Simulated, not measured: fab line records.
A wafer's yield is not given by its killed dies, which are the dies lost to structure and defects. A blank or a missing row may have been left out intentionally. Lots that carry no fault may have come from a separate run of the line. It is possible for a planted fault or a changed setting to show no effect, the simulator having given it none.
A struck lot beside a sound one + flow sky130 + 19 out of 708 route steps
Sound: the wafers L159.3, L159.4, L159.5. The struck wafers were L169.2, L169.3, L169.5. At the end, the cause is stated.
Each step with rows lists, per side, the tool, then ch with its chambers, then its first start. Under that, the readings that differ: sound wafers + struck wafers + difference of the means + sigmas: that difference in standard deviations of wafers without a fault.
alike: words and numbers the same on both sides, and readings whose means are apart by under 2 such deviations; not compared: readings that were withheld, readings missing a value for some wafer, numbers with overlapping values and no deviation given by the record, and bounds like >300 which may hide the same value.
The two part at a step that has a row with sigmas, a row that says differs or no value, or rows on one side only. Numbers that have no deviation but don't overlap get no sigmas and don't part them. A reading that every wafer of one side lacks parts them only if that side has two wafers or more.

first, 6 steps without rows for these wafers: SKY_LDD_N_IMPLANT_10; SKY_LDD_N_IMPLANT_11; SKY_LDD_N_IMPLANT_12; SKY_LDD_N_IMPLANT_13; SKY_LDD_N_IMPLANT_14; SKY_LDD_N_IMPLANT_15.
SKY_LDD_N_STRIP_16: strips in O2/N2.
  sound on plasma-asher-01 ch 0,1, day 18 04:20; struck on plasma-asher-04 ch 0,1, day 22 04:38
  alike: drypump-motor-current-A, oes-product-au, strip-time-to-endpoint-s
  not compared: rf-hours-counter-h
SKY_LDD_N_TW_MEAS_17:
  sound on film-metro-03, day 18 04:25; struck on film-metro-03, day 22 04:45
  alike: LDD_N_TW
then, 4 steps without rows for these wafers: SKY_LDD_P_DEHYDRATE_00 (time 60 s); SKY_LDD_P_HMDS_01 (prime time 60 s); SKY_LDD_P_COAT_02 (resist thk 1140 nm); SKY_LDD_P_SOFTBAKE_03 (time 60 s).
SKY_LDD_P_EXPOSE_04: exposes mask PSDM, target cd 380 nm.
  sound on iline-stepper-02 ch 0, day 18 19:23; struck on iline-stepper-01 ch 0, day 22 19:47
| reading                       | sound                | struck            | difference | sigmas |
|-------------------------------|----------------------|-------------------|------------|--------|
| model.LDD_P.overlay-x-nm (nm) | -1.108 -1.108 -1.108 | 36.35 36.35 36.35 | +37.46     |        |
  alike: mask
then, 2 steps without rows for these wafers: SKY_LDD_P_PEB_05; SKY_LDD_P_DEVELOP_06 (develop time 60 s).
SKY_LDD_P_CD_MEAS_07: the cd target is 380 nm.
  sound on cd-sem-02, day 19 09:43; struck on cd-sem-02, day 23 10:27
  alike: cd-nm
SKY_LDD_P_OVL_MEAS_08:
  sound on overlay-01, day 19 09:49; struck on overlay-02, day 23 10:33
| reading        | sound        | struck         | difference | sigmas |
|----------------|--------------|----------------|------------|--------|
| LDD_P_OVL (nm) | 1.3 1.0 -1.7 | 36.3 35.8 36.4 | +36.0      | +28    |
following that, these wafers have no rows for 1 step: SKY_LDD_P_IMPLANT_09.
SKY_PAD_OPEN_PROBE_99:
  the record holds rows for the sound wafers here (prober-01, day 46 00:15) but none for the struck ones

## WHERE THEY PART
At SKY_LDD_P_OVL_MEAS_08 first; at SKY_PAD_OPEN_PROBE_99 last (within this record only).

WHY: what had been put in by the simulator
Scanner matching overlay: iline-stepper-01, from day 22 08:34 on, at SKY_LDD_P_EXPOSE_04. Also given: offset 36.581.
